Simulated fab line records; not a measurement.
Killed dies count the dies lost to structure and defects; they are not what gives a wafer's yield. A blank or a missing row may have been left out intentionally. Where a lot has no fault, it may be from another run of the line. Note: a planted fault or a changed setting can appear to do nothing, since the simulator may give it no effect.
What tool caused it? | flow sfq-line | 13 lots (39 wafers sampled), 1 step of a 325-step route

## WHAT EACH GAUGE READ, for each wafer
SFQ_L0_RS_MEAS_901: uses a four-point probe to measure. Usual: for L0_MONX_KI_RS the level is 43.3 ohm/sq and the standard deviation is 0.48.
lot  | measured    | on            | L0_MONX_KI_RS (ohm/sq) | flag
L518 | day 1 12:36 | film-metro-04 | 43.8 43.7 43.4         |
L519 | day 1 17:37 | film-metro-03 | 43.9 43.3 43.4         |
L520 | day 1 22:34 | film-metro-04 | 42.7 42.7 43.2         |
L521 | day 2 03:34 | film-metro-04 | 42.8 43.2 42.9         |
L527 | day 3 09:34 | film-metro-03 | 42.7 42.5 43.0         |
L531 | day 4 05:35 | film-metro-01 | 42.9 42.9 43.0         |
L532 | day 4 10:35 | film-metro-03 | 43.6 44.2 43.5         |
L533 | day 4 15:34 | film-metro-03 | 43.7 43.3 43.6         |
L535 | day 5 01:34 | film-metro-03 | 42.3 43.0 42.9         |
L537 | day 5 11:35 | film-metro-04 | 43.2 43.2 43.0         |
L539 | day 5 21:34 | film-metro-04 | 42.7 43.2 43.1         |
L540 | day 6 02:34 | film-metro-04 | 42.8 43.7 43.1         |
L541 | day 6 07:34 | film-metro-01 | 42.7 43.0 42.9         |

## TOOL THAT RAN EACH LOT (tool first, then ch and the chambers of the sampled wafers, then the start)
Before these readings, the record contains no process step.

## AS READ BY THE TOOLS THEMSELVES (means over the sampled wafers that have a number; for cases with no such wafer, the mark the record gives instead)
The record holds no such reading with a usual standard deviation.

## THE ANSWER, worked out from the rows above alone
Rule: lot off if the mean of its wafers having a number is beyond 3 standard deviations from the usual mean. A lot without any number at a reading at which 4 lots or more have one is off too. The other lots that the step has rows for count as sound. First the gauges in route order, then the tools' own readings, where a lot's mean is used as printed above. The first step at which some lot is off is used, and at that step the reading that is off furthest; a lot without a number counts as furthest.
No lot is off at any reading shown: from this, nothing can be told.

## WHAT WAS PUT IN BY THE SIMULATOR
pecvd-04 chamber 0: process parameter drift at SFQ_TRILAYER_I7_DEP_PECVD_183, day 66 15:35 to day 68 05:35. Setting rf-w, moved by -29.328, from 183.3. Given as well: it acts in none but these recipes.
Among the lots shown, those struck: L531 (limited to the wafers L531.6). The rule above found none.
